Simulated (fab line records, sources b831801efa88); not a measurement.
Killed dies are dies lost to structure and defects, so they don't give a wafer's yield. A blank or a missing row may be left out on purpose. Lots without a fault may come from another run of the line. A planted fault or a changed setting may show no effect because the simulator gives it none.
Problem report in the 8D (eight disciplines) form, filled by code | flow sky130 | the parts of the form that need people (team, actions taken, sign-off) are left out

1. THE PROBLEM
chamber_pressure_pa at SKY_METAL3_SPUTTER_04 reads a mean of 0.4470 Pa on 6 wafers of 2 lots; wafers without a fault read 0.4002 Pa with a standard deviation of 0.00084. That is +56 standard deviations from the usual mean.
The step: material TiN, target thk 70 nm, time 58.3 s.
First seen on wafer L929.1, day 38 12:26, on pvd_sputter-02. The record holds 18 wafers of 6 lots with a number at this step. Rule for "out", or "out of limits": more than 4 standard deviations from the usual mean. The other wafers with a number count as sound.

2. WHAT IT IS AND WHAT IT IS NOT
question                    | is                     | is not
which readings at this step | chamber_pressure_pa    | -
which lots                  | L929, L930             | L924, L927, L934, L936
which wafers of those lots  | all that have a number | -
read on which tools         | pvd_sputter-02         | pvd_sputter-04
when                        | from day 38 12:26      | up to then (6 sound wafers); but 6 sound wafers of L934, L936 came after

3. SUSPECTS, AND WHAT RULES EACH OUT
Counting: a tool at a process step up to the reading stays a suspect if it ran every lot that is out and no sound lot after the first of them.
- pvd_sputter-03 at SKY_VIA2_SPUTTER_20 (material TiN, target thk 20 nm, time 80 s): kept. It ran every lot that is out, first L929 (day 38 11:39), and no sound lot after that; its last sound lot up to then is L927 (day 37 16:55).
- pvd_sputter-02 at SKY_METAL3_SPUTTER_01 (material TiN, target thk 20 nm, time 16.7 s): kept. It ran every lot that is out, first L929 (day 38 12:21), and no sound lot after that; its last sound lot up to then is L927 (day 37 17:37).
- pvd_sputter-02 at SKY_METAL3_SPUTTER_03 (material Ti, target thk 5 nm, time 3.3 s): kept. It ran every lot that is out, first L929 (day 38 12:25), and no sound lot after that; its last sound lot up to then is L927 (day 37 17:40).
- pvd_sputter-02 at SKY_METAL3_SPUTTER_04 (material TiN, target thk 70 nm, time 58.3 s): kept. It ran every lot that is out, first L929 (day 38 12:26), and no sound lot after that; its last sound lot up to then is L927 (day 37 17:41). Its own readings are out on those wafers: chamber_pressure_pa.
Left after counting: pvd_sputter-03 at SKY_VIA2_SPUTTER_20, pvd_sputter-02 at SKY_METAL3_SPUTTER_01, pvd_sputter-02 at SKY_METAL3_SPUTTER_03, pvd_sputter-02 at SKY_METAL3_SPUTTER_04.

4. THE CAUSE (what the simulator had put in)
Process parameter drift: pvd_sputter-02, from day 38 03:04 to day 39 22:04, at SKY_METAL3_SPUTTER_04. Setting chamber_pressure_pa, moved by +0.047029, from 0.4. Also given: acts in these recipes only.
Counting left 4 suspects, and this tool is among them.

5. THE CHAIN OF EFFECTS, in route order
Each row: a reading whose mean over the struck wafers that have a number lies more than 3 standard deviations from the usual. Only readings for which the record gives a usual standard deviation are gone through. hours: the time from each lot's start at the first step in this table that gives one to its start at this step, as a median over the lots. sigmas: the change in usual standard deviations.
hours | step                  | reading             | usual     | on struck wafers | change  | sigmas
0     | SKY_METAL3_SPUTTER_04 | chamber_pressure_pa | 0.4002 Pa | 0.4470           | +0.0468 | +56
The process steps in it:
- SKY_METAL3_SPUTTER_04: material TiN, target thk 70 nm, time 58.3 s.

6. WHAT WOULD HAVE CAUGHT IT SOONER
In this record the first reading out of limits was taken at day 38 12:26, 9 hours after the fault began at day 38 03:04.
